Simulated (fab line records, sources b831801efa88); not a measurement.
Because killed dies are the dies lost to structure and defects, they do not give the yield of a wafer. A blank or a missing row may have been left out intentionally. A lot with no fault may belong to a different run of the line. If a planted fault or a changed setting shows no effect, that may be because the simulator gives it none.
fab line records	flow sky130
[record] lots = 24	wafers = 72	last-day = 50
route steps=708 shown SD_P@330 CONTACT@406 METAL1@454 VIA1@461 METAL2@498
lots untouched by any fault: they come from a run of this same line in which no faults occurred
start-h: hours from the record's first day to the start of the lot's first wafer shown	wait-h: hours since the lot's step before	" the same as in the row above	L1.1+2: a single row standing in for several wafers	- either no value or no given start	* or withheld: withheld	< > ~ a bound
route shown NAME@n: names a module that has steps shown in the file, with the first one's number in the route	usual: mean/standard deviation taken from wafers without a fault	same: alike in all rows	chamber/n: place in a boat	sites: the reading at each site	_std_site: standard deviation across them	_edge_site: inner sites' mean taken away from outer sites' mean	radius-mm: how far each site lies from the wafer's centre	mask NAME#n: copy n	behind: the last tool/chamber to shape the wafer	hold: what put the lot on hold/how long, in hours/how the hold closed	device: which transistor (n, p or np) failed to switch	end of line: the tests these same wafers got at the end of their route	where a step has no rows: the recipe by itself	killed: dies lost to structure and defects at the first sort, not the wafer's yield	map: a wafer's dies, marking killed ones x, the rest . and places with no die _
set.NAME: the setting as run; set.NAME@STEP: as run at that earlier step	model.NAME: the simulator's own value behind a step, which no gauge read
steps of the route over a sample of lots; a table a step, a row a wafer
services: from which hour (start-h, from the record's first day; less than 0 if before it) a tool's chamber was out of use, for how many hours, and why
[[steps]]
[step SKY_SD_P_STRIP_10]
[recipe] chemistry = O2/N2	power-w = 1400	pressure-mtorr = 1500	platen-temp-c = withheld	o2-flow-sccm = 3000	n2-flow-sccm = 300	overash-fraction = 0.5
[usual] drypump-motor-current-A = 5.9/0.37	oes-product-au = 0.618/0.0045	strip-time-to-endpoint-s = 17.51/0.047
[same] overash-fraction = 0.5
lot.wafer	tool	chamber	start-h	wait-h	drypump-motor-current-A	oes-product-au	rf-hours-counter-h	strip-time-to-endpoint-s
L074.1	plasma-asher-01	1	601.69	0.1	6.1	0.616	92	17.53
L074.5	"	1	"	"	6.1	0.611	-	17.52
L074.6	"	0	"	"	6.3	0.616	-	17.57
L075.2	plasma-asher-04	1	623.28	0.1	5.8	0.611	19	17.51
L075.4	"	0	"	"	5.4	0.613	-	17.45
L075.5	"	0	"	"	5.4	0.621	-	17.50
L077.4	plasma-asher-04	0	625.42	0.1	5.4	0.607	-	17.53
L077.5	"	0	"	"	5.4	0.611	-	17.56
L077.6	"	1	"	"	5.8	0.619	-	17.55
L076.1	plasma-asher-04	1	625.62	0.1	5.8	0.619	19	17.51
L076.2	"	0	"	"	5.4	0.617	19	17.55
L076.6	"	1	"	"	5.8	0.625	-	17.51
L079.1	plasma-asher-03	1	640.28	0.1	5.3	0.613	54	17.53
L079.5	"	0	"	"	6.2	0.619	-	17.49
L079.6	"	1	"	"	5.3	0.611	-	17.54
L080.1	plasma-asher-03	1	643.88	0.1	5.4	0.626	54	17.42
L080.5	"	1	"	"	5.3	0.626	-	17.46
L080.6	"	0	"	"	6.2	0.622	-	17.44
L078.2	plasma-asher-01	1	649.42	0.1	6.1	0.619	95	17.53
L078.4	"	0	"	"	6.3	0.611	-	17.53
L078.5	"	0	"	"	6.3	0.620	-	17.57
L081.3	plasma-asher-04	1	654.80	0.1	5.8	0.618	-	17.53
L081.4	"	0	"	"	5.4	0.616	-	17.52
L081.6	"	0	"	"	5.4	0.613	-	17.55
L082.1	plasma-asher-04	1	657.67	0.1	5.8	0.617	23	17.54
L082.2	"	0	"	"	5.4	0.622	23	17.57
L082.4	"	0	"	"	5.4	0.613	-	17.59
L083.2	plasma-asher-04	1	675.62	0.1	5.8	0.621	24	17.52
L083.4	"	0	"	"	5.4	0.619	-	17.56
L083.6	"	1	"	"	5.8	0.606	-	17.56
L084.1	plasma-asher-01	1	682.89	0.1	6.1	0.616	98	17.45
L084.5	"	0	"	"	6.3	0.613	-	17.48
L084.6	"	1	"	"	6.1	0.616	-	17.50
L085.2	plasma-asher-04	1	690.19	0.1	5.8	0.620	26	17.51
L085.4	"	0	"	"	5.4	0.621	-	17.50
L085.5	"	0	"	"	5.5	0.628	-	17.44
L087.2	plasma-asher-03	0	693.47	0.1	6.2	0.615	59	17.51
L087.3	"	1	"	"	5.3	0.619	-	17.47
L087.6	"	1	"	"	5.3	0.610	-	17.48
L086.2	plasma-asher-03	1	695.77	0.1	5.3	0.618	59	17.48
L086.3	"	0	"	"	6.2	0.615	-	17.45
L086.6	"	1	"	"	5.3	0.618	-	17.44
L088.1	plasma-asher-01	0	715.19	0.1	6.3	0.611	101	17.50
L088.2	"	1	"	"	6.1	0.616	101	17.48
L088.3	"	0	"	"	6.3	0.620	-	17.50
L089.1	plasma-asher-01	1	720.12	0.1	6.1	0.621	102	17.44
L089.5	"	1	"	"	6.1	0.628	-	17.46
L089.6	"	0	"	"	6.3	0.617	-	17.45
L090.1	plasma-asher-01	1	730.99	0.1	6.1	0.622	103	17.52
L090.3	"	0	"	"	6.3	0.612	-	17.53
L090.6	"	1	"	"	6.1	0.621	-	17.54
L091.3	plasma-asher-04	0	731.27	0.1	5.4	0.619	-	17.57
L091.5	"	0	"	"	5.4	0.623	-	17.56
L091.6	"	1	"	"	5.8	0.627	-	17.57
L092.2	plasma-asher-03	1	743.03	0.1	5.4	0.620	64	17.57
L092.5	"	1	"	"	5.3	0.609	-	17.58
L092.6	"	0	"	"	6.2	0.610	-	17.58
L093.1	plasma-asher-01	0	747.68	0.1	6.3	0.617	0	17.47
L093.2	"	1	"	"	6.1	0.622	0	17.47
L093.4	"	1	"	"	6.1	0.624	-	17.48
L094.1	plasma-asher-03	0	755.89	0.1	6.2	0.615	65	17.47
L094.4	"	0	"	"	6.2	0.618	-	17.52
L094.5	"	0	"	"	6.2	0.614	-	17.54
L095.1	plasma-asher-01	0	758.92	0.1	6.3	0.620	1	17.47
L095.5	"	1	"	"	6.1	0.613	-	17.51
L095.6	"	0	"	"	6.3	0.616	-	17.56
L096.2	plasma-asher-04	0	771.44	0.1	5.4	0.623	34	17.59
L096.4	"	1	"	"	5.8	0.607	-	17.57
L096.5	"	1	"	"	5.8	0.628	-	17.58
L097.3	plasma-asher-03	0	773.56	0.1	6.2	0.619	-	17.57
L097.4	"	1	"	"	5.3	0.625	-	17.57
L097.5	"	1	"	"	5.3	0.617	-	17.60
[step SKY_CONTACT_CVD_00]
[recipe] material = Si3N4	target-thk-nm = 75	temp-c = 400	time-s = withheld	rf-w = 450
[usual] heater-power-w = 692/78
lot.wafer	tool	chamber	start-h	wait-h	heater-power-w
L074.1	pecvd-01	0	719.44	0.0	534
L074.5	"	0	"	"	536
L074.6	"	1	"	"	685
L075.2	pecvd-03	0	738.82	0.0	618
L075.4	"	1	"	"	881
L075.5	"	0	"	"	620
L077.4	pecvd-01	0	741.05	0.0	556
L077.5	"	2	"	"	686
L077.6	"	1	"	"	751
L076.1	pecvd-03	2	743.98	0.0	612
L076.2	"	0	"	"	720
L076.6	"	2	"	"	625
L079.1	pecvd-01	1	757.98	0.0	728
L079.5	"	1	"	"	719
L079.6	"	2	"	"	680
L080.1	pecvd-03	1	760.40	0.0	887
L080.5	"	1	"	"	722
L080.6	"	0	"	"	735
L078.2	pecvd-01	2	764.17	0.0	731
L078.4	"	2	"	"	743
L078.5	"	0	"	"	528
L081.3	pecvd-04	0	769.60	0.0	630
L081.4	"	1	"	"	782
L081.6	"	0	"	"	635
L082.1	pecvd-01	0	773.64	0.0	572
L082.2	"	2	"	"	663
L082.4	"	2	"	"	667
L083.2	pecvd-04	0	789.46	0.0	712
L083.4	"	2	"	"	764
L083.6	"	1	"	"	795
L084.1	pecvd-01	1	796.70	0.0	643
L084.5	"	1	"	"	643
L084.6	"	0	"	"	622
L085.2	pecvd-01	0	805.17	0.0	605
L085.4	"	0	"	"	609
L085.5	"	1	"	"	655
L087.2	pecvd-03	1	806.39	0.0	772
L087.3	"	2	"	"	591
L087.6	"	1	"	"	773
L086.2	pecvd-01	0	807.65	0.0	544
L086.3	"	1	"	"	743
L086.6	"	2	"	"	692
L088.1	pecvd-01	0	826.59	0.0	612
L088.2	"	1	"	"	696
L088.3	"	2	"	"	649
L089.1	pecvd-04	2	830.84	0.0	770
L089.5	"	0	"	"	731
L089.6	"	2	"	"	764
L090.1	pecvd-04	2	842.02	0.0	621
L090.3	"	2	"	"	622
L090.6	"	2	"	"	622
L091.3	pecvd-03	0	842.25	0.0	746
L091.5	"	1	"	"	855
L091.6	"	2	"	"	642
L092.2	pecvd-04	2	854.05	0.0	645
L092.5	"	1	"	"	668
L092.6	"	0	"	"	727
L093.1	pecvd-03	2	858.00	0.0	597
L093.2	"	1	"	"	807
L093.4	"	1	"	"	777
L094.1	pecvd-01	1	864.55	0.0	700
L094.4	"	2	"	"	709
L094.5	"	1	"	"	707
L095.1	pecvd-04	2	866.98	0.0	687
L095.5	"	2	"	"	674
L095.6	"	0	"	"	736
L096.2	pecvd-04	0	879.71	0.0	695
L096.4	"	1	"	"	742
L096.5	"	0	"	"	704
L097.3	pecvd-03	0	883.75	0.0	647
L097.4	"	1	"	"	877
L097.5	"	2	"	"	667
[step SKY_METAL1_STRIP_20]
[recipe] chemistry = O2/N2	power-w = 1400	pressure-mtorr = 1500	platen-temp-c = withheld	o2-flow-sccm = 3000	n2-flow-sccm = 300	overash-fraction = 0.5
[usual] drypump-motor-current-A = 5.6/0.56	oes-product-au = 0.341/0.005	strip-time-to-endpoint-s = 2.65/0.035
[same] overash-fraction = 0.5
lot.wafer	tool	chamber	start-h	wait-h	drypump-motor-current-A	oes-product-au	rf-hours-counter-h	strip-time-to-endpoint-s
L074.1	plasma-asher-02	0	776.67	0.1	5.5	0.344	93	2.68
L074.5	"	1	"	"	4.8	0.348	-	2.74
L074.6	"	0	"	"	5.5	0.342	-	2.70
L075.2	plasma-asher-03	1	795.37	0.1	5.3	0.334	70	2.62
L075.4	"	1	"	"	5.3	0.338	-	2.64
L075.5	"	0	"	"	6.2	0.340	-	2.62
L077.4	plasma-asher-03	1	797.49	0.1	5.3	0.340	-	2.64
L077.5	"	1	"	"	5.3	0.342	-	2.68
L077.6	"	0	"	"	6.2	0.343	-	2.66
L076.1	plasma-asher-02	0	800.42	0.1	5.5	0.338	96	2.67
L076.2	"	1	"	"	4.8	0.335	96	2.68
L076.6	"	0	"	"	5.4	0.341	-	2.70
L079.1	plasma-asher-02	1	812.91	0.1	4.7	0.336	98	2.64
L079.5	"	0	"	"	5.4	0.326	-	2.65
L079.6	"	1	"	"	4.8	0.339	-	2.64
L080.1	plasma-asher-03	0	816.40	0.1	6.2	0.346	73	2.71
L080.5	"	1	"	"	5.4	0.344	-	2.70
L080.6	"	0	"	"	6.2	0.338	-	2.71
L078.2	plasma-asher-03	1	818.97	0.1	5.3	0.337	73	2.64
L078.4	"	0	"	"	6.2	0.346	-	2.66
L078.5	"	1	"	"	5.3	0.345	-	2.64
L081.3	plasma-asher-03	0	825.06	0.1	6.2	0.343	-	2.65
L081.4	"	1	"	"	5.4	0.339	-	2.64
L081.6	"	1	"	"	5.3	0.342	-	2.69
L082.1	plasma-asher-01	1	829.39	0.1	6.1	0.343	4	2.68
L082.2	"	0	"	"	6.3	0.344	4	2.69
L082.4	"	1	"	"	6.1	0.343	-	2.62
L083.2	plasma-asher-02	0	845.61	0.1	5.4	0.341	101	2.67
L083.4	"	1	"	"	4.7	0.345	-	2.69
L083.6	"	1	"	"	4.7	0.345	-	2.68
L084.1	plasma-asher-01	1	851.40	0.1	6.1	0.345	6	2.66
L084.5	"	0	"	"	6.3	0.345	-	2.66
L084.6	"	1	"	"	6.1	0.340	-	2.62
L085.2	plasma-asher-01	0	860.11	0.1	6.3	0.340	7	2.62
L085.4	"	0	"	"	6.3	0.343	-	2.61
L085.5	"	1	"	"	6.1	0.338	-	2.63
L087.2	plasma-asher-02	0	861.48	0.1	5.5	0.339	103	2.67
L087.3	"	0	"	"	5.5	0.346	-	2.67
L087.6	"	0	"	"	5.4	0.340	-	2.62
L086.2	plasma-asher-03	0	862.96	0.1	6.2	0.348	77	2.64
L086.3	"	1	"	"	5.4	0.338	-	2.65
L086.6	"	0	"	"	6.2	0.344	-	2.70
L088.1	plasma-asher-02	0	882.35	0.1	5.4	0.339	105	2.60
L088.2	"	1	"	"	4.8	0.338	105	2.62
L088.3	"	0	"	"	5.4	0.343	-	2.61
L089.1	plasma-asher-02	0	886.48	0.1	5.5	0.338	106	2.69
L089.5	"	1	"	"	4.8	0.340	-	2.72
L089.6	"	0	"	"	5.5	0.347	-	2.63
L090.1	plasma-asher-03	1	896.43	0.1	5.3	0.346	80	2.63
L090.3	"	1	"	"	5.3	0.349	-	2.67
L090.6	"	1	"	"	5.4	0.336	-	2.68
L091.3	plasma-asher-01	1	896.95	0.1	6.1	0.334	-	2.66
L091.5	"	1	"	"	6.1	0.342	-	2.65
L091.6	"	0	"	"	6.3	0.339	-	2.64
L092.2	plasma-asher-03	1	909.31	0.1	5.3	0.343	81	2.64
L092.5	"	0	"	"	6.2	0.337	-	2.66
L092.6	"	1	"	"	5.3	0.332	-	2.67
L093.1	plasma-asher-01	0	912.07	0.1	6.3	0.348	12	2.63
L093.2	"	1	"	"	6.1	0.336	12	2.59
L093.4	"	1	"	"	6.1	0.345	-	2.57
L094.1	plasma-asher-02	1	917.80	0.1	4.7	0.345	109	2.69
L094.4	"	0	"	"	5.5	0.338	-	2.68
L094.5	"	1	"	"	4.8	0.342	-	2.68
L095.1	plasma-asher-01	1	920.31	0.1	6.1	0.343	13	2.57
L095.5	"	1	"	"	6.1	0.333	-	2.61
L095.6	"	0	"	"	6.3	0.323	-	2.56
L096.2	plasma-asher-03	0	931.83	0.1	6.2	0.356	83	2.69
L096.4	"	0	"	"	6.2	0.344	-	2.66
L096.5	"	1	"	"	5.3	0.336	-	2.69
L097.3	plasma-asher-02	0	936.65	0.1	5.5	0.347	-	2.64
L097.4	"	1	"	"	4.7	0.339	-	2.63
L097.5	"	1	"	"	4.8	0.339	-	2.66
[step SKY_VIA1_BOW_MEAS_03]
[recipe] mode = bow
[usual] VIA1_BOW = 80/7.8
lot.wafer	tool	chamber	start-h	wait-h	VIA1_BOW[um]
L074.1	film-metro-02	-	777.77	0.2	80
L074.5	"	-	"	"	95
L074.6	"	-	"	"	86
L075.2	film-metro-03	-	796.56	0.2	80
L075.4	"	-	"	"	90
L075.5	"	-	"	"	86
L077.4	film-metro-04	-	798.63	0.3	67
L077.5	"	-	"	"	92
L077.6	"	-	"	"	84
L076.1	film-metro-04	-	801.84	0.1	89
L076.2	"	-	"	"	83
L076.6	"	-	"	"	76
L079.1	film-metro-04	-	814.01	0.2	73
L079.5	"	-	"	"	84
L079.6	"	-	"	"	95
L080.1	film-metro-02	-	817.49	0.1	86
L080.5	"	-	"	"	84
L080.6	"	-	"	"	77
L078.2	film-metro-03	-	820.18	0.2	73
L078.4	"	-	"	"	83
L078.5	"	-	"	"	81
L081.3	film-metro-02	-	826.17	0.1	76
L081.4	"	-	"	"	88
L081.6	"	-	"	"	75
L082.1	film-metro-02	-	830.46	0.1	75
L082.2	"	-	"	"	79
L082.4	"	-	"	"	88
L083.2	film-metro-03	-	846.69	0.1	75
L083.4	"	-	"	"	86
L083.6	"	-	"	"	81
L084.1	film-metro-04	-	852.47	0.1	83
L084.5	"	-	"	"	80
L084.6	"	-	"	"	89
L085.2	film-metro-03	-	861.24	0.1	84
L085.4	"	-	"	"	79
L085.5	"	-	"	"	79
L087.2	film-metro-03	-	862.56	0.3	75
L087.3	"	-	"	"	64
L087.6	"	-	"	"	72
L086.2	film-metro-04	-	864.07	0.1	83
L086.3	"	-	"	"	75
L086.6	"	-	"	"	88
L088.1	film-metro-02	-	883.43	0.2	73
L088.2	"	-	"	"	79
L088.3	"	-	"	"	83
L089.1	film-metro-04	-	887.55	0.2	77
L089.5	"	-	"	"	83
L089.6	"	-	"	"	70
L090.1	film-metro-04	-	897.53	0.2	70
L090.3	"	-	"	"	91
L090.6	"	-	"	"	83
L091.3	film-metro-03	-	898.06	0.2	80
L091.5	"	-	"	"	79
L091.6	"	-	"	"	89
L092.2	film-metro-04	-	910.44	0.3	70
L092.5	"	-	"	"	70
L092.6	"	-	"	"	72
L093.1	film-metro-03	-	913.56	0.1	74
L093.2	"	-	"	"	75
L093.4	"	-	"	"	87
L094.1	film-metro-04	-	918.96	0.1	88
L094.4	"	-	"	"	97
L094.5	"	-	"	"	92
L095.1	film-metro-03	-	921.47	0.1	82
L095.5	"	-	"	"	75
L095.6	"	-	"	"	72
L096.2	film-metro-03	-	933.25	0.2	78
L096.4	"	-	"	"	76
L096.5	"	-	"	"	78
L097.3	film-metro-02	-	937.72	0.2	80
L097.4	"	-	"	"	76
L097.5	"	-	"	"	70
[step SKY_METAL2_CD_MEAS_15]
[recipe] target-cd-nm = 140
[usual] cd-nm = 139.7/1.4
lot.wafer	tool	chamber	start-h	wait-h	cd-nm
L074.1	cd-sem-02	-	831.63	-	139.3
L074.5	"	-	"	"	138.9
L074.6	"	-	"	"	138.2
L075.2	cd-sem-01	-	850.85	-	138.7
L075.4	"	-	"	"	136.5
L075.5	"	-	"	"	136.3
L077.4	cd-sem-02	-	852.68	-	140.0
L077.5	"	-	"	"	139.4
L077.6	"	-	"	"	139.2
L076.1	cd-sem-01	-	855.58	-	139.5
L076.2	"	-	"	"	137.2
L076.6	"	-	"	"	138.7
L079.1	cd-sem-02	-	867.73	-	140.2
L079.5	"	-	"	"	139.3
L079.6	"	-	"	"	139.7
L080.1	cd-sem-02	-	872.47	-	138.6
L080.5	"	-	"	"	138.7
L080.6	"	-	"	"	139.3
L078.2	cd-sem-01	-	875.09	-	138.9
L078.4	"	-	"	"	138.7
L078.5	"	-	"	"	139.5
L081.3	cd-sem-01	-	880.06	-	136.0
L081.4	"	-	"	"	136.6
L081.6	"	-	"	"	136.9
L082.1	cd-sem-02	-	884.88	-	141.9
L082.2	"	-	"	"	140.4
L082.4	"	-	"	"	139.5
L083.2	cd-sem-01	-	900.45	-	139.0
L083.4	"	-	"	"	141.2
L083.6	"	-	"	"	139.9
L084.1	cd-sem-01	-	904.73	-	138.7
L084.5	"	-	"	"	138.1
L084.6	"	-	"	"	137.9
L085.2	cd-sem-02	-	913.60	-	141.4
L085.4	"	-	"	"	141.0
L085.5	"	-	"	"	141.5
L087.2	cd-sem-02	-	915.74	-	138.4
L087.3	"	-	"	"	139.1
L087.6	"	-	"	"	137.9
L086.2	cd-sem-01	-	916.89	-	140.8
L086.3	"	-	"	"	139.9
L086.6	"	-	"	"	142.0
L088.1	cd-sem-01	-	935.72	-	140.8
L088.2	"	-	"	"	141.1
L088.3	"	-	"	"	141.6
L089.1	cd-sem-01	-	939.32	-	138.3
L089.5	"	-	"	"	139.8
L089.6	"	-	"	"	139.0
L090.1	cd-sem-01	-	948.07	-	139.6
L090.3	"	-	"	"	139.1
L090.6	"	-	"	"	140.2
L091.3	cd-sem-02	-	949.91	-	140.7
L091.5	"	-	"	"	140.9
L091.6	"	-	"	"	141.0
L092.2	cd-sem-02	-	961.40	-	140.0
L092.5	"	-	"	"	141.6
L092.6	"	-	"	"	140.9
L093.1	cd-sem-01	-	964.02	-	138.8
L093.2	"	-	"	"	139.7
L093.4	"	-	"	"	139.8
L094.1	cd-sem-01	-	969.28	-	140.3
L094.4	"	-	"	"	140.0
L094.5	"	-	"	"	140.3
L095.1	cd-sem-02	-	971.18	-	141.7
L095.5	"	-	"	"	141.0
L095.6	"	-	"	"	139.8
L096.2	cd-sem-01	-	982.89	-	141.2
L096.4	"	-	"	"	142.3
L096.5	"	-	"	"	141.4
L097.3	cd-sem-01	-	986.92	-	139.6
L097.4	"	-	"	"	140.5
L097.5	"	-	"	"	140.3
[step SKY_METAL2_STRIP_20]
[recipe] chemistry = O2/N2	power-w = 1400	pressure-mtorr = 1500	platen-temp-c = withheld	o2-flow-sccm = 3000	n2-flow-sccm = 300	overash-fraction = 0.5
[usual] drypump-motor-current-A = 5.9/0.39	oes-product-au = 0.345/0.0048	strip-time-to-endpoint-s = 2.74/0.037
[same] overash-fraction = 0.5
lot.wafer	tool	chamber	start-h	wait-h	drypump-motor-current-A	oes-product-au	rf-hours-counter-h	strip-time-to-endpoint-s
L074.1	plasma-asher-03	0	831.97	0.1	6.2	0.338	74	2.72
L074.5	"	1	"	"	5.3	0.353	-	2.78
L074.6	"	0	"	"	6.2	0.348	-	2.73
L075.2	plasma-asher-03	0	851.17	0.1	6.2	0.341	76	2.75
L075.4	"	0	"	"	6.2	0.344	-	2.79
L075.5	"	1	"	"	5.3	0.342	-	2.74
L077.4	plasma-asher-01	0	852.99	0.1	6.3	0.350	-	2.80
L077.5	"	0	"	"	6.3	0.346	-	2.76
L077.6	"	1	"	"	6.1	0.346	-	2.80
L076.1	plasma-asher-03	1	855.92	0.1	5.3	0.342	76	2.72
L076.2	"	0	"	"	6.2	0.344	76	2.73
L076.6	"	0	"	"	6.2	0.342	-	2.72
L079.1	plasma-asher-03	0	868.26	0.1	6.2	0.341	78	2.71
L079.5	"	1	"	"	5.3	0.343	-	2.71
L079.6	"	0	"	"	6.2	0.346	-	2.66
L080.1	plasma-asher-01	0	872.81	0.1	6.3	0.344	8	2.79
L080.5	"	1	"	"	6.1	0.347	-	2.79
L080.6	"	0	"	"	6.3	0.353	-	2.78
L078.2	plasma-asher-01	0	875.59	0.1	6.3	0.337	8	2.66
L078.4	"	0	"	"	6.3	0.340	-	2.66
L078.5	"	1	"	"	6.1	0.345	-	2.68
L081.3	plasma-asher-03	0	880.39	0.1	6.2	0.345	-	2.74
L081.4	"	1	"	"	5.3	0.346	-	2.80
L081.6	"	1	"	"	5.3	0.350	-	2.76
L082.1	plasma-asher-03	0	885.22	0.1	6.2	0.346	79	2.73
L082.2	"	1	"	"	5.3	0.348	79	2.81
L082.4	"	0	"	"	6.2	0.346	-	2.81
L083.2	plasma-asher-01	1	900.78	0.1	6.1	0.345	11	2.71
L083.4	"	0	"	"	6.3	0.344	-	2.75
L083.6	"	0	"	"	6.3	0.350	-	2.79
L084.1	plasma-asher-03	1	905.07	0.1	5.4	0.343	81	2.74
L084.5	"	0	"	"	6.2	0.355	-	2.77
L084.6	"	1	"	"	5.4	0.348	-	2.78
L085.2	plasma-asher-03	0	914.11	0.1	6.2	0.351	82	2.76
L085.4	"	0	"	"	6.2	0.345	-	2.75
L085.5	"	1	"	"	5.3	0.343	-	2.74
L087.2	plasma-asher-03	1	916.06	0.1	5.3	0.346	82	2.79
L087.3	"	1	"	"	5.4	0.347	-	2.75
L087.6	"	1	"	"	5.4	0.355	-	2.78
L086.2	plasma-asher-03	0	917.21	0.1	6.2	0.346	82	2.71
L086.3	"	0	"	"	6.2	0.337	-	2.69
L086.6	"	0	"	"	6.2	0.341	-	2.71
L088.1	plasma-asher-01	0	936.06	0.1	6.3	0.340	14	2.72
L088.2	"	1	"	"	6.1	0.343	14	2.76
L088.3	"	0	"	"	6.3	0.352	-	2.75
L089.1	plasma-asher-01	1	939.66	0.1	6.1	0.348	15	2.72
L089.5	"	0	"	"	6.3	0.351	-	2.71
L089.6	"	1	"	"	6.1	0.343	-	2.76
L090.1	plasma-asher-01	0	948.41	0.1	6.3	0.344	16	2.76
L090.3	"	1	"	"	6.1	0.341	-	2.69
L090.6	"	0	"	"	6.3	0.341	-	2.68
L091.3	plasma-asher-03	0	950.24	0.1	6.2	0.347	-	2.77
L091.5	"	0	"	"	6.2	0.348	-	2.76
L091.6	"	1	"	"	5.4	0.344	-	2.77
L092.2	plasma-asher-04	0	961.72	0.1	5.4	0.341	55	2.72
L092.5	"	1	"	"	5.8	0.346	-	2.76
L092.6	"	0	"	"	5.4	0.338	-	2.74
L093.1	plasma-asher-01	0	964.36	0.1	6.3	0.350	17	2.77
L093.2	"	1	"	"	6.1	0.338	17	2.68
L093.4	"	0	"	"	6.3	0.344	-	2.72
L094.1	plasma-asher-04	1	969.63	0.1	5.8	0.341	56	2.68
L094.4	"	0	"	"	5.4	0.336	-	2.74
L094.5	"	1	"	"	5.8	0.337	-	2.73
L095.1	plasma-asher-03	0	971.53	0.1	6.2	0.351	88	2.79
L095.5	"	0	"	"	6.2	0.347	-	2.78
L095.6	"	1	"	"	5.4	0.342	-	2.72
L096.2	plasma-asher-01	1	983.21	0.1	6.1	0.346	19	2.75
L096.4	"	0	"	"	6.3	0.344	-	2.75
L096.5	"	1	"	"	6.1	0.347	-	2.76
L097.3	plasma-asher-04	0	987.26	0.1	5.4	0.345	-	2.77
L097.4	"	1	"	"	5.8	0.350	-	2.72
L097.5	"	1	"	"	5.8	0.344	-	2.78
[[services]]
tool	chamber	start-h	hours	kind
pecvd-03	-	585.01	2.8	pm
pecvd-01	0	590.55	6.5	repair
plasma-asher-01	-	615.56	0.8	repair
plasma-asher-01	-	622.96	10.0	pm
pecvd-01	-	634.38	2.8	pm
pecvd-04	-	638.68	2.0	repair
plasma-asher-01	-	653.28	2.2	repair
plasma-asher-01	-	671.20	1.5	repair
plasma-asher-03	-	671.43	0.4	repair
plasma-asher-02	-	717.55	2.3	repair
plasma-asher-01	-	733.75	9.0	pm
pecvd-04	-	738.27	28.1	pm
pecvd-03	2	757.20	30.3	repair
plasma-asher-01	-	771.67	46.2	repair
plasma-asher-01	-	785.17	2.0	repair
pecvd-04	-	848.06	2.8	pm
plasma-asher-03	-	859.73	2.8	pm
pecvd-01	0	892.97	2.9	repair
pecvd-01	1	944.81	5.7	repair
plasma-asher-02	-	952.72	1.2	repair
plasma-asher-01	-	962.56	0.5	repair
pecvd-01	2	962.73	5.3	repair
plasma-asher-04	-	964.23	2.4	repair
pecvd-01	-	972.07	0.9	repair
[[key]]
fault none
